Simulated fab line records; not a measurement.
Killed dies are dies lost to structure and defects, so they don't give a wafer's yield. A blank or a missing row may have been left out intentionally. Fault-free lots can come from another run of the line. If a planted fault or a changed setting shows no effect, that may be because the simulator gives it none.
Which tool did it?	flow sky130	Sampling: 12 lots, 36 wafers, 2 of 708 route steps

WHAT THE GAUGES SHOWED, per wafer
SKY_VIA1_BOW_MEAS_03.
lot	measured	on	VIA1_BOW (um)
L075	day 33 00:34	film_metro-01	72 76 85
L077	day 34 07:10	film_metro-04	82 80 73
L080	day 34 15:04	film_metro-04	90 74 82
L081	day 35 00:34	film_metro-04	68 79 73
L084	day 36 02:10	film_metro-03	74 77 81
L085	day 36 15:52	film_metro-01	90 68 86
L087	day 37 03:15	film_metro-03	77 93 83
L089	day 37 14:38	film_metro-04	89 69 74
L091	day 38 08:08	film_metro-03	80 77 80
L094	day 39 00:02	film_metro-04	78 85 89
L093	day 39 08:43	film_metro-04	91 79 84
L097	day 39 21:50	film_metro-03	73 80 79

EACH LOT AND THE TOOL THAT RAN IT (in order: tool; ch and the chambers of the sampled wafers; start)
lot	SKY_LOCAL_INTERCONNECT_SPUTTER_00
L075	pvd_sputter-03, day 29 10:14
L077	pvd_sputter-02, day 30 17:19
L080	pvd_sputter-02, day 31 01:40
L081	pvd_sputter-01, day 31 11:23
L084	pvd_sputter-01, day 32 15:46
L085	pvd_sputter-02, day 33 03:12
L087	pvd_sputter-02, day 33 14:56
L089	pvd_sputter-02, day 34 02:51
L091	pvd_sputter-01, day 34 21:32
L094	pvd_sputter-01, day 35 12:47
L093	pvd_sputter-03, day 35 21:50
L097	pvd_sputter-01, day 36 13:47
- SKY_LOCAL_INTERCONNECT_SPUTTER_00: material TiN, target thk 100 nm, time 83.3 s.

THE ANSWER, worked out from the rows above alone
Rule: what is usual is taken from the lots themselves. The widest of any qualifying gaps counts: lots, ordered by their means at a reading, are off when they make up no more than a third of the lots, leave a main group of 4 or more, and stand apart from it by 3 or more times the standard deviation of that group's means. If all means in a main group match to the digits the tables above print for the reading, that group is not used. A lot without any number at a reading at which 4 lots or more have one is off too. The other lots that the step has rows for count as sound.
No lot is off at any reading shown: from this, nothing can be told.

WHAT THE SIMULATOR HAD PUT IN
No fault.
